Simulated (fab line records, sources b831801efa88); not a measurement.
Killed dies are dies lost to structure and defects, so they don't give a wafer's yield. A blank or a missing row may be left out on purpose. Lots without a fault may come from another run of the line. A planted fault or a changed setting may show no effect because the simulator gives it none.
Problem report in the 8D (eight disciplines) form, filled by code | flow sky130 | the parts of the form that need people (team, actions taken, sign-off) are left out

1. THE PROBLEM
PASSIVATION_CVD_00_THK at SKY_PASSIVATION_THK_MEAS_01 reads a mean of 55.2 nm on 2 wafers of 2 lots; wafers without a fault read 90.5 nm with a standard deviation of 1. That is -35 standard deviations from the usual mean.
First seen on wafer L280.4, day 46 11:07, on film_metro-02. The record holds 36 wafers of 12 lots with a number at this step. Rule for "out", or "out of limits": more than 4 standard deviations from the usual mean. The other wafers with a number count as sound.

2. WHAT IT IS AND WHAT IT IS NOT
question                    | is                     | is not
which readings at this step | PASSIVATION_CVD_00_THK | -
which lots                  | L280, L283             | L274, L276, L286, L287, L289, L290, L292, L294, L295, L296
which wafers of those lots  | L280.4, L283.2         | L280.5, L280.6, L283.1, L283.5
read on which gauges        | film_metro-02          | film_metro-01, film_metro-03
when                        | from day 46 11:07      | up to then (8 sound wafers); but 26 sound wafers of L283, L286, L287, L289, L290, L292, L294, L295, L296 came after

3. SUSPECTS, AND WHAT RULES EACH OUT
Counting: a tool at a process step up to the reading stays a suspect if it ran every lot that is out. Sound lots after the first of them don't rule it out here, since some wafers of a struck lot are sound.
- the gauge at SKY_PASSIVATION_THK_MEAS_01: kept. All the wafers that are out were read on film_metro-02, and no step on other tools shows them out.
- pecvd-02 at SKY_PASSIVATION_CVD_00 (deposits SiO2, target thk 90 nm): kept. It ran every lot that is out, first L280 (day 46 11:04); its last sound lot up to then is L276 (day 44 08:03).
- Within pecvd-02 at SKY_PASSIVATION_CVD_00: the wafers that are out ran in chamber 0; their sound lot-mates ran in chambers 1, 2.
Left after counting: pecvd-02 at SKY_PASSIVATION_CVD_00, film_metro-02 at SKY_PASSIVATION_THK_MEAS_01.

4. THE CAUSE (what the simulator had put in)
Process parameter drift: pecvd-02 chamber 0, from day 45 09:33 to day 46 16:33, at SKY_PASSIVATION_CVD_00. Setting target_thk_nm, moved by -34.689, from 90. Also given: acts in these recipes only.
Counting left 2 suspects, and this tool is among them.

5. THE CHAIN OF EFFECTS, in route order
Each row: a reading whose mean over the struck wafers that have a number lies more than 3 standard deviations from the usual. Only readings for which the record gives a usual standard deviation are gone through. hours: the time from each lot's start at the first step in this table that gives one to its start at this step, as a median over the lots. sigmas: the change in usual standard deviations.
hours | step                        | reading                | usual      | on struck wafers | change | sigmas
0     | SKY_PASSIVATION_THK_MEAS_01 | PASSIVATION_CVD_00_THK | 90.5 nm    | 55.2             | -35.2  | -35
20    | SKY_PASSIVATION_ETCH_11     | oes_product_au         | 0.978 a.u. | 0.954            | -0.024 | -3.2
The process steps in it:
- SKY_PASSIVATION_ETCH_11: etches the open film in CF4/O2, stops on AlCu, target depth 725 nm, time 161.1 s.

6. WHAT WOULD HAVE CAUGHT IT SOONER
In this record the first reading out of limits at a measuring or inspecting step was taken at day 46 11:07, 26 hours after the fault began at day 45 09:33.
Of the tool readings at SKY_PASSIVATION_CVD_00 for which the record gives a usual standard deviation, none was out on any struck wafer, so an alarm limit of 4 standard deviations on them would not have fired.
Of the lots that are out (2), L283 began SKY_PASSIVATION_CVD_00 on pecvd-02 after day 46 11:07. A hold on the tool at that time would have spared it.
